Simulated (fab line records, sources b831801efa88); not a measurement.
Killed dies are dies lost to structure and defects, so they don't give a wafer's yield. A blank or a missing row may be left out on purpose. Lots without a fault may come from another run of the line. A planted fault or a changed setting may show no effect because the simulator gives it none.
One fault seen from 2 desks | flow sky130 | each desk has only its own numbers; what lay behind them comes last

THE METROLOGY DESK
What the gauges read, lot by lot, whatever tool the lot ran on: means of the sampled wafers that have a number. A lot is out of limits, marked OUT, if its mean lies more than 4 standard deviations from the usual mean; the brackets give that distance.
Columns: A = GATE_OXIDE_OVL at SKY_GATE_OXIDE_OVL_MEAS_10, usual -0.2 nm; B = LDD_P_TW at SKY_LDD_P_TW_MEAS_11, usual 634
lot  | first seen here | A    | B
L794 | day 14 05:25    | 0.7  | 634
L795 | day 14 13:14    | 0.1  | 640
L796 | day 14 15:14    | 1.7  | 631
L799 | day 16 20:44    | -0.8 | 635
L803 | day 18 10:15    | 0.3  | 636
L805 | day 19 07:07    | -0.7 | 633
L806 | day 19 17:36    | -0.3 | 637
L809 | day 20 04:50    | -0.3 | 637
L808 | day 20 05:17    | -1.4 | 633
L810 | day 20 20:31    | -0.8 | 583 (-16) OUT
L813 | day 21 03:45    | 1.4  | 587 (-15) OUT
L812 | day 21 03:47    | 0.3  | 636
This desk's finding: out of limits on L810, L813; first on L810, day 26 06:03 (LDD_P_TW at SKY_LDD_P_TW_MEAS_11). In limits: L794, L795, L796, L799, L803, L805, L806, L809, L808, L812.

THE TOOL OWNER'S DESK: implanter-01
The tool's own readings at SKY_LDD_P_IMPLANT_09: means of the sampled wafers that have a number, for each lot that ran on this tool. A lot is out of limits, marked OUT, if its mean lies more than 4 standard deviations from the usual mean; the brackets give that distance.
Columns: A = beam_energy_keV at SKY_LDD_P_IMPLANT_09, usual 25.001; B = beam_on_s at SKY_LDD_P_IMPLANT_09, usual 10.00 s; C = faraday_current_uA at SKY_LDD_P_IMPLANT_09, usual 56.4
lot  | first seen here | A      | B              | C
L795 | day 19 19:46    | 24.987 | 9.78           | 57.7
L799 | day 22 11:15    | 24.994 | 9.86           | 57.2
L805 | day 24 15:34    | 25.011 | 9.85           | 57.1
L806 | day 25 03:55    | 24.995 | 10.00          | 56.3
L810 | day 26 05:49    | 24.989 | 7.66 (-12) OUT | 73.6 (+16) OUT
L813 | day 26 11:51    | 25.001 | 7.78 (-11) OUT | 72.4 (+15) OUT
This desk's finding: out of limits on L810, L813; first on L810, day 26 05:49 (beam_on_s at SKY_LDD_P_IMPLANT_09). In limits: L795, L799, L805, L806.

PUT TOGETHER
The tool owner's desk could have raised an alarm at day 26 05:49, on L810, L813.
The metrology desk could have raised an alarm at day 26 06:03, on L810, L813.
Of the lots named, all ran SKY_LDD_P_IMPLANT_09 on implanter-01.

WHAT THE SIMULATOR HAD PUT IN
Process parameter drift: implanter-01, from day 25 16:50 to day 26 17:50, at SKY_LDD_P_IMPLANT_09. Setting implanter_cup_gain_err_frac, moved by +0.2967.
Lots struck among those shown: L810, L813.
Hours from the fault's start to each desk's first reading out of limits: the tool owner's desk, 13; the metrology desk, 13.
